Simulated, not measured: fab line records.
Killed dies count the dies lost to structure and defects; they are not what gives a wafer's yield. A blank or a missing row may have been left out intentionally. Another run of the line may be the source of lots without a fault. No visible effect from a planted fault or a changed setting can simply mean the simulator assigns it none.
What tool caused it? | flow sky130 | 18 wafers from 6 lots sampled at 2 of the route's 708 steps

== WHAT THE GAUGES READ, wafer by wafer ==
SKY_LDD_LDN_TW_MEAS_13.
lot  | measured     | on            | LDD_LDN_TW
L477 | day 24 09:03 | film_metro-03 | 1477 1478 1471
L479 | day 25 12:22 | film_metro-04 | 1444 1439 1436 1441 1437 1442
L487 | day 28 00:39 | film_metro-02 | 1475 1479 1471
L490 | day 29 05:42 | film_metro-04 | 1480 1478 1481
L492 | day 29 17:43 | film_metro-02 | 1488 1473 1476
L494 | day 30 14:42 | film_metro-02 | 1465 1467 1471

== EACH LOT AND THE TOOL THAT RAN IT (in order: tool; ch and the chambers of the sampled wafers; start) ==
lot  | SKY_LDD_LDN_IMPLANT_11
L477 | implanter-01 ch 0, day 24 08:49
L479 | implanter-01 ch 0, day 25 12:08
L487 | implanter-01 ch 0, day 28 00:24
L490 | implanter-04 ch 0, day 29 05:28
L492 | implanter-04 ch 0, day 29 17:29
L494 | implanter-03 ch 0, day 30 14:28
- SKY_LDD_LDN_IMPLANT_11

== THE ANSWER, worked out from the rows above alone ==
Rule: usual is defined by the lots themselves. The widest of any qualifying gaps counts: lots, ordered by their means at a reading, are off when they make up no more than a third of the lots, leave a main group of 4 or more, and stand apart from it by 3 or more times the standard deviation of that group's means. The tables above print the reading to a certain number of digits; a main group whose means all agree to those digits is not used. Also off: a lot with no number at a reading for which 4 or more lots have one. All remaining lots with rows at the step are treated as sound.
Off: L479, seen at SKY_LDD_LDN_TW_MEAS_13 (LDD_LDN_TW). Main group: mean 1475, sd 4.3.
A tool fits if, at a process step before that reading, it ran every lot that is off, and no sound lot after the first of them. Gauges at SKY_LDD_LDN_TW_MEAS_13: tried the same way as those tools. No candidate that was tried fits.

== WHAT THE SIMULATOR HAD PUT IN ==
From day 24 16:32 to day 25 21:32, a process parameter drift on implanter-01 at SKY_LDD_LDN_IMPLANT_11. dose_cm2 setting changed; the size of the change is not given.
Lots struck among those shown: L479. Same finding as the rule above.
